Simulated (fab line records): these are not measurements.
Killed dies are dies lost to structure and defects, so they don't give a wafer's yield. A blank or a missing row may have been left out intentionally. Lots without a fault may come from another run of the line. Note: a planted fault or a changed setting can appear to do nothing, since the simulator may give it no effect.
fab line records	flow gf180mcu
[record] lots = 12	wafers = 35	last_day = 34
route steps=602 shown V5@565 PASSIVATION@593
lots that met no fault: from a run of the same line without faults
start_h: hours from the record's opening day to when the first of the lot's shown wafers began	wait_h: how many hours have passed since the lot's step before this one	" identical to the entry in the row above	L1.1+2: a single row standing in for several wafers	- no value, or no start given	* or withheld: withheld	< > ~ a bound
route shown NAME@n: NAME is a module with steps in the file, n the number in the route of the first one	usual: mean/standard deviation taken from wafers without a fault	same: alike in all rows	chamber/n: place in a boat	sites: readings site by site	_std_site: the values' standard deviation	_edge_site: the outer-site mean with the inner-site mean subtracted	radius_mm: for every site, how far away it sits from the centre of the wafer	mask NAME#n: copy n	behind: the last tool/chamber to shape the wafer	hold: reason for holding the lot/hours on hold/outcome of the hold	device: the transistor (n, p or np) that didn't switch	end of line: at the end of the route, the tests of the same wafers	a step with no rows: only its recipe	killed: dies that structure and defects cost at the first sort, which is not the same as the wafer's yield	map: the dies of a wafer, with x for killed, . for not killed, _ for no die there
set.NAME: the setting as run; set.NAME@STEP: as run at that earlier step	model.NAME: the simulator's own value behind a step, which no gauge read
the route's steps for a sample of lots (tables are steps, rows are wafers)
services: the hour from which a tool's chamber was out of use, counted from the record's first day as start_h (under 0 if before that day), plus the number of hours and why
[[steps]]
[step GF_V5_THK_MEAS_25]
[recipe] thk_meas_gauge = xrf	reads = W_of_V5_CVD_23
[usual] V5_W_THK = 348/7.1
lot.wafer	tool	chamber	start_h	wait_h	V5_W_THK[nm]
L526.1	film_metro-02	-	630.42	0.1	350
L526.3	"	-	"	"	353
L526.6	"	-	"	"	347
L527.3	film_metro-02	-	636.78	0.1	345
L527.4	"	-	"	"	345
L527.6	"	-	"	"	339
L529.1	film_metro-01	-	649.00	0.1	351
L529.5	"	-	"	"	349
L529.6	"	-	"	"	357
L530.1	film_metro-02	-	664.83	0.1	346
L530.2	"	-	"	"	342
L530.4	"	-	"	"	337
L531.1	film_metro-02	-	665.88	0.1	342
L531.5	"	-	"	"	346
L531.6	"	-	"	"	344
L535.3	film_metro-03	-	694.69	0.1	343
L535.4	"	-	"	"	343
L535.6	"	-	"	"	340
L537.2	film_metro-03	-	709.54	0.1	342
L537.4	"	-	"	"	341
L537.5	"	-	"	"	344
L538.1	film_metro-01	-	722.82	0.1	356
L538.5	"	-	"	"	356
L544.1	film_metro-01	-	761.48	0.1	357
L544.3	"	-	"	"	354
L544.5	"	-	"	"	352
L547.1	film_metro-02	-	777.62	0.1	343
L547.2	"	-	"	"	345
L547.3	"	-	"	"	343
L548.3	film_metro-01	-	780.66	0.1	355
L548.4	"	-	"	"	352
L548.5	"	-	"	"	348
L549.2	film_metro-02	-	787.51	0.1	347
L549.3	"	-	"	"	349
L549.4	"	-	"	"	351
[step GF_PASSIVATION_COAT_06]
[recipe] spin_rpm = 2000	resist_thk_nm = 4000
[usual] chill_plate_temp_C = 23.00/0.11	spin_speed_rpm = 2000.0/1.3
lot.wafer	tool	chamber	start_h	wait_h	chill_plate_temp_C	spin_speed_rpm
L526.1	litho_track-02	0	662.13	0.1	23.16	1999.5
L526.3	"	0	"	"	23.04	2002.3
L526.6	"	0	"	"	23.17	2000.4
L527.3	litho_track-04	0	667.57	0.1	22.98	2000.3
L527.4	"	0	"	"	22.82	1999.6
L527.6	"	0	"	"	23.02	2000.5
L529.1	litho_track-02	0	679.83	0.1	22.92	1999.2
L529.5	"	0	"	"	22.96	2000.2
L529.6	"	0	"	"	22.99	1999.9
L530.1	litho_track-01	0	695.30	0.1	23.06	1998.8
L530.2	"	0	"	"	23.11	2000.1
L530.4	"	0	"	"	23.02	2000.8
L531.1	litho_track-02	0	696.43	0.1	22.94	1999.3
L531.5	"	0	"	"	23.16	1999.9
L531.6	"	0	"	"	23.15	1998.5
L535.3	litho_track-02	0	723.63	0.1	22.93	1999.8
L535.4	"	0	"	"	23.00	1999.9
L535.6	"	0	"	"	22.89	2000.8
L537.2	litho_track-04	0	736.94	0.1	22.95	1999.0
L537.4	"	0	"	"	22.86	2001.2
L537.5	"	0	"	"	22.94	2000.3
L538.1	litho_track-04	0	749.37	0.1	23.06	2001.4
L538.5	"	0	"	"	23.09	1999.9
L544.1	litho_track-02	0	787.38	0.1	22.80	1998.0
L544.3	"	0	"	"	22.79	1996.9
L544.5	"	0	"	"	22.98	2001.2
L547.1	litho_track-01	0	802.00	0.1	22.99	2000.1
L547.2	"	0	"	"	23.09	2000.3
L547.3	"	0	"	"	22.84	1999.8
L548.3	litho_track-02	0	805.43	0.1	23.11	2000.9
L548.4	"	0	"	"	23.19	2000.4
L548.5	"	0	"	"	23.08	1999.2
L549.2	litho_track-02	0	811.65	0.1	23.01	1999.4
L549.3	"	0	"	"	23.20	1999.5
L549.4	"	0	"	"	23.08	1998.6
[step GF_PASSIVATION_ETCH_11]
[recipe] chemistry = CF4/O2	target_depth_nm = 2040	stop_on = TiN	source_w = 800	bias_w = 150	pressure_mtorr = 150	cf4_flow_sccm = 80	O2_flow_sccm = 10	time_s = 453.3
[usual] drypump_motor_current_A = 5.5/0.35	oes_product_au = 0.990/0.0052	rf_fwd_power_W = 798.5/2.2	throttle_valve_pct = 5.969/0.0093
lot.wafer	tool	chamber	start_h	wait_h	drypump_motor_current_A	oes_product_au	rf_fwd_power_W	rf_hours_counter_h	throttle_valve_pct
L526.1	rie_diel-03	3	671.28	-	5.9	0.997	796.4	15	5.980
L526.3	"	0	"	"	5.6	0.984	798.1	5	5.976
L526.6	"	0	"	"	5.6	0.995	800.4	-	5.982
L527.3	rie_diel-02	3	677.53	-	5.4	0.985	799.4	49	5.951
L527.4	"	0	"	"	5.4	0.983	800.9	2	5.960
L527.6	"	3	"	"	5.4	0.980	797.2	-	5.962
L529.1	rie_diel-03	2	688.83	-	5.7	0.992	799.6	12	5.982
L529.5	"	2	"	"	5.7	0.997	801.4	-	5.974
L529.6	"	3	"	"	5.9	0.985	797.5	-	5.965
L530.1	rie_diel-04	0	704.92	-	6.2	0.996	797.3	13	5.958
L530.2	"	1	"	"	4.7	0.989	798.6	15	5.972
L530.4	"	1	"	"	4.7	0.984	802.6	-	5.961
L531.1	rie_diel-02	3	705.53	-	5.4	0.987	794.5	50	5.967
L531.5	"	2	"	"	5.3	0.995	795.0	-	5.986
L531.6	"	1	"	"	5.3	0.994	795.7	-	5.969
L535.3	rie_diel-04	1	732.32	-	4.7	0.997	797.7	17	5.998
L535.4	"	0	"	"	6.2	0.992	795.8	15	5.968
L535.6	"	1	"	"	4.7	0.985	794.8	-	5.960
L537.2	rie_diel-04	1	745.95	-	4.7	0.992	801.6	18	5.983
L537.4	"	3	"	"	5.3	0.989	799.5	16	5.975
L537.5	"	1	"	"	4.7	0.992	800.4	-	5.967
L538.1	rie_diel-02	0	758.05	-	5.4	0.989	795.3	6	5.975
L538.5	"	2	"	"	5.3	1.002	795.6	-	5.961
L544.1	rie_diel-03	0	795.60	-	5.5	0.984	796.2	10	5.964
L544.3	"	1	"	"	5.8	0.987	801.7	3	5.956
L544.5	"	2	"	"	5.7	0.994	801.6	-	5.967
L547.1	rie_diel-02	1	809.43	-	5.3	0.988	798.5	17	5.957
L547.2	"	2	"	"	5.3	0.994	798.2	19	5.971
L547.3	"	0	"	"	5.4	0.996	798.9	9	5.963
L548.3	rie_diel-02	0	812.95	-	5.4	0.987	799.1	10	5.969
L548.4	"	2	"	"	5.3	0.994	797.2	20	5.979
L548.5	"	3	"	"	5.4	0.997	800.4	-	5.960
L549.2	rie_diel-02	3	819.43	-	5.4	0.992	800.5	2	5.974
L549.3	"	1	"	"	5.3	0.983	797.1	18	5.977
L549.4	"	2	"	"	5.3	0.991	795.5	20	5.966
[step GF_PASSIVATION_STRIP_12]
[recipe] chemistry = O2/N2	power_w = 1400	pressure_mtorr = 1500	platen_temp_c = 250	o2_flow_sccm = 3000	n2_flow_sccm = 300	overash_fraction = 0.5
[usual] drypump_motor_current_A = 6.10/0.22	heater_power_w = 342/22	oes_product_au = 0.719/0.0041	strip_time_to_endpoint_s = 32.95/0.24
lot.wafer	tool	chamber	start_h	wait_h	drypump_motor_current_A	heater_power_w	oes_product_au	rf_hours_counter_h	strip_time_to_endpoint_s
L526.1	plasma_asher-02	1	671.55	0.1	6.09	329	0.720	89	32.71
L526.3	"	0	"	"	6.23	337	0.721	-	32.84
L526.6	"	1	"	"	6.10	334	0.723	-	32.81
L527.3	plasma_asher-02	0	677.83	0.2	6.24	342	0.714	-	33.37
L527.4	"	1	"	"	6.12	326	0.716	-	32.93
L527.6	"	0	"	"	6.24	345	0.718	-	33.29
L529.1	plasma_asher-03	1	689.10	0.1	6.33	382	0.726	61	32.70
L529.5	"	1	"	"	6.36	374	0.717	-	32.90
L529.6	"	0	"	"	5.75	330	0.715	-	33.07
L530.1	plasma_asher-04	1	705.18	0.1	6.23	317	0.715	29	33.05
L530.2	"	0	"	"	5.82	346	0.725	29	33.23
L530.4	"	1	"	"	6.23	316	0.723	-	33.09
L531.1	plasma_asher-02	1	705.80	0.1	6.13	326	0.718	92	33.06
L531.5	"	1	"	"	6.12	324	0.723	-	32.70
L531.6	"	0	"	"	6.25	340	0.720	-	32.79
L535.3	plasma_asher-03	1	732.62	0.2	6.36	385	0.725	-	33.03
L535.4	"	0	"	"	5.73	336	0.722	-	32.68
L535.6	"	0	"	"	5.77	326	0.719	-	33.06
L537.2	plasma_asher-02	0	746.22	0.1	6.25	345	0.721	97	33.03
L537.4	"	1	"	"	6.15	329	0.720	-	33.98
L537.5	"	1	"	"	6.09	333	0.723	-	34.47
L538.1	plasma_asher-03	1	758.32	0.1	6.32	377	0.720	70	33.13
L538.5	"	0	"	"	5.75	334	0.710	-	34.21
L544.1	plasma_asher-04	1	795.87	0.1	6.21	306	0.716	34	32.84
L544.3	"	0	"	"	5.84	352	0.724	-	33.17
L544.5	"	0	"	"	5.85	350	0.714	-	32.85
L547.1	plasma_asher-03	0	809.70	0.1	5.76	328	0.713	76	32.74
L547.2	"	1	"	"	6.39	376	0.717	76	32.53
L547.3	"	0	"	"	5.77	339	0.721	-	32.45
L548.3	plasma_asher-02	1	813.25	0.2	6.17	324	0.724	-	32.80
L548.4	"	0	"	"	6.22	334	0.719	-	32.72
L548.5	"	0	"	"	6.25	336	0.719	-	32.66
L549.2	plasma_asher-02	0	819.70	0.1	6.25	351	0.726	105	32.87
L549.3	"	0	"	"	6.25	347	0.723	-	33.04
L549.4	"	1	"	"	6.13	327	0.718	-	32.72
[step GF_PASSIVATION_BOW_MEAS_14]
[recipe] mode = bow
[usual] PASSIVATION_BOW = 139/10
lot.wafer	tool	chamber	start_h	wait_h	PASSIVATION_BOW[um]
L526.1	film_metro-01	-	673.15	0.0	134
L526.3	"	-	"	"	116
L526.6	"	-	"	"	130
L527.3	film_metro-04	-	679.44	0.0	140
L527.4	"	-	"	"	141
L527.6	"	-	"	"	136
L529.1	film_metro-04	-	690.70	0.0	142
L529.5	"	-	"	"	143
L529.6	"	-	"	"	149
L530.1	film_metro-04	-	706.78	0.0	138
L530.2	"	-	"	"	142
L530.4	"	-	"	"	146
L531.1	film_metro-03	-	707.40	0.0	139
L531.5	"	-	"	"	134
L531.6	"	-	"	"	151
L535.3	film_metro-01	-	734.22	0.0	150
L535.4	"	-	"	"	148
L535.6	"	-	"	"	142
L537.2	film_metro-04	-	747.84	0.0	141
L537.4	"	-	"	"	145
L537.5	"	-	"	"	148
L538.1	film_metro-01	-	759.92	0.0	138
L538.5	"	-	"	"	127
L544.1	film_metro-04	-	797.47	0.0	130
L544.3	"	-	"	"	133
L544.5	"	-	"	"	137
L547.1	film_metro-03	-	811.31	0.0	137
L547.2	"	-	"	"	142
L547.3	"	-	"	"	130
L548.3	film_metro-01	-	814.86	0.0	126
L548.4	"	-	"	"	129
L548.5	"	-	"	"	126
L549.2	film_metro-04	-	821.32	0.0	137
L549.3	"	-	"	"	135
L549.4	"	-	"	"	142
[[services]]
tool	chamber	start_h	hours	kind
rie_diel-02	3	658.30	5.7	repair
rie_diel-03	2	700.77	10.2	repair
rie_diel-04	3	700.94	12.8	repair
plasma_asher-04	-	709.46	37.2	repair
rie_diel-03	1	711.77	-	clean
rie_diel-03	1	711.77	15.3	scheduled_down
rie_diel-03	1	711.77	15.3	vent_cycle
plasma_asher-04	-	766.76	3.1	pm
rie_diel-02	3	769.04	-	clean
rie_diel-02	3	769.04	27.1	scheduled_down
rie_diel-02	3	769.04	27.1	vent_cycle
plasma_asher-04	-	789.92	1.9	repair
rie_diel-04	0	793.12	7.3	repair
rie_diel-03	0	797.02	2.7	repair
plasma_asher-04	-	800.28	2.3	repair
rie_diel-02	-	802.87	0.8	repair
rie_diel-04	-	815.47	2.5	repair
[[key]]
[first_sign] step = GF_PASSIVATION_STRIP_12	reading = strip_time_to_endpoint_s	direction = up	sigmas = 5.2	usual = *	struck = *
effect none on later readings
met_at GF_PASSIVATION_COAT_06
struck_lots L537,L538
struck_wafers L537.4,L537.5,L538.5
not_acting_at GF_V5_THK_MEAS_25,GF_PASSIVATION_ETCH_11,GF_PASSIVATION_BOW_MEAS_14
onset_between 667.57 736.94
[fault] kind = process_parameter_drift	tool = litho_track-04	chamber = -	onset_h = 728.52	steps = GF_PASSIVATION_COAT_06	channel = resist_thk_nm	offset = *	shape = step	end_h = 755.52	scope = struck_wafers_only	acts_in = *	stated = *
